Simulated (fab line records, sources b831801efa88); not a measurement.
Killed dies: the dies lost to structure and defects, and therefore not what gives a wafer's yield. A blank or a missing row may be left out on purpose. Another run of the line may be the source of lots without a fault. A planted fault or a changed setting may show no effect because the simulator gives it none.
Comparing a struck lot with a sound one || flow sky130 || 21 out of 708 route steps
Sound: wafers L593.2, L593.3, L593.6. The struck wafers were L610.2, L610.3, L610.5. The cause comes at the end.
Order at every step that has rows: each side's tool, ch and its chambers, its first start. Under that, the readings that differ: sound wafers || struck wafers || difference of the means || sigmas: that difference in standard deviations of wafers without a fault.
alike: readings whose means differ by less than 2 such deviations, and words and numbers that are the same on both sides. not compared: withheld readings, readings that some wafer has no value for, bounds like >300 that may hide the same value, and numbers for which the record gives no deviation and whose values overlap.
The two part at a step that has a row with sigmas, a row that says differs or no value, or rows on one side only. Numbers that don't overlap but have no deviation are shown without sigmas and don't part them. Lack of a reading on every wafer of one side parts them only where that side has two or more wafers.

first, 1 step without rows for these wafers: SKY_SONOS_TUNNEL_STRIP_11 (strips in SPM, time 600 s).
SKY_SONOS_TUNNEL_TW_MEAS_12:
  sound on film-metro-04 at day 11 13:06; struck on film-metro-01 at day 17 06:14
{"reading": "SONOS_TUNNEL_TW", "sound": "199.0 198.6 198.3", "struck": "196.3 196.8 196.5", "difference": -2.1, "sigmas": -2}
then, 2 steps without rows for these wafers: SKY_SONOS_TUNNEL_CLEAN_13 (cleans in dHF, time 20 s); SKY_SONOS_ONO_OXIDATION_00 (stabilise 600 s, purge 300 s, target thk 2.6 nm).
SKY_SONOS_ONO_THK_MEAS_01:
  sound on film-metro-02 at day 11 16:20; struck on film-metro-02 at day 17 10:29
  alike: SONOS_ONO_OXIDATION_THK
then, 1 step without rows for these wafers: SKY_SONOS_ONO_CVD_02 (deposits Si3N4 from DCS/NH3, target thk 10.5 nm, time 180 s).
SKY_SONOS_ONO_THK_MEAS_03:
  sound on film-metro-04 at day 11 17:58; struck on film-metro-04 at day 17 11:35
  alike: SONOS_ONO_CVD_02_THK
then, 1 step without rows for these wafers: SKY_SONOS_ONO_CVD_04 (deposits SiO2 from SiH4/N2O, target thk 5.7199 nm).
SKY_SONOS_ONO_THK_MEAS_05:
  sound on film-metro-02 at day 11 19:17; struck on film-metro-03 at day 17 12:54
  alike: SONOS_ONO_CVD_04_THK
then, 3 steps without rows for these wafers: SKY_SONOS_ONO_DEHYDRATE_06 (time 60 s); SKY_SONOS_ONO_HMDS_07 (prime time 60 s); SKY_SONOS_ONO_COAT_08 (resist thk 1140 nm).
SKY_SONOS_ONO_SOFTBAKE_09: time 60 s.
  sound on litho-track-03 ch 0, day 12 08:08; struck on litho-track-03 ch 0, day 18 02:50
{"reading": "heater-power-total-W (W)", "sound": "56.60 56.60 56.58", "struck": "61.55 61.59 61.64", "difference": "+5.00", "sigmas": "+99 or more"}
{"reading": "run-length-s (s)", "sound": "89.37 89.00 89.07", "struck": "75.47 75.48 75.75", "difference": -13.58, "sigmas": "-99 or more"}
then, 2 steps without rows for these wafers: SKY_SONOS_ONO_EXPOSE_10 (exposes mask ONOM, target cd 410 nm); SKY_SONOS_ONO_PEB_11.
SKY_SONOS_ONO_DEVELOP_12: develop time 60 s.
  sound on litho-track-03 ch 0, day 12 19:41; struck on litho-track-04 ch 0, day 18 17:38
{"reading": "model.NOVOLAK_of_SONOS_ONO_COAT_08.thk-nm (nm)", "sound": "1137 1135 1137", "struck": "1151 1150 1147", "difference": "+13", "sigmas": ""}
SKY_SONOS_ONO_CD_MEAS_13: target cd 410 nm.
  sound on cd-sem-02 at day 12 19:50; struck on cd-sem-01 at day 18 17:46
  alike: cd-nm
SKY_SONOS_ONO_OVL_MEAS_14:
  sound on overlay-01 at day 12 19:56; struck on overlay-01 at day 18 17:53
  alike: SONOS_ONO_OVL
SKY_SONOS_ONO_ETCH_15: etches the open film in CHF3/O2, target depth 19.52 nm, time 7.8 s.
  sound on rie-diel-04 ch 0,2, day 12 19:58; struck on rie-diel-04 ch 0,1,3, day 18 17:55
{"reading": "model.NOVOLAK_of_SONOS_ONO_COAT_08.thk-nm (nm)", "sound": "1121 1119 1120", "struck": "1135 1134 1131", "difference": "+13", "sigmas": ""}
  alike: drypump-motor-current-A, oes-product-au, throttle-valve-pct
  not compared: rf-hours-counter-h
then, 1 step without rows for these wafers: SKY_SONOS_ONO_WET_ETCH_16 (etches SiO2 in dHF, target depth 14 nm, time 280 s).
-- record jumps: 31 days separate the struck wafers' starts on either side; left off in module SONOS_ONO, taken up again in module PAD_OPEN, whose first shown step is the route's number 708 --
SKY_PAD_OPEN_PROBE_99:
  sound on prober-01 at day 45 19:59; struck on prober-02 at day 49 21:28
  alike: killed_at_M0_to_M3, killed_at_M4_up, killed-at-contacts, killed-at-front-end, killed-at-other, killed-dies, killed-on-rim, killed-open, killed-short

## WHERE THEY PART
First at SKY_SONOS_TUNNEL_TW_MEAS_12; last, within this record, at SKY_SONOS_ONO_SOFTBAKE_09. Later steps at which nothing parts them and some readings are alike: SKY_SONOS_ONO_CD_MEAS_13, SKY_SONOS_ONO_OVL_MEAS_14, SKY_SONOS_ONO_ETCH_15, SKY_PAD_OPEN_PROBE_99.

WHY: what the simulator had put in
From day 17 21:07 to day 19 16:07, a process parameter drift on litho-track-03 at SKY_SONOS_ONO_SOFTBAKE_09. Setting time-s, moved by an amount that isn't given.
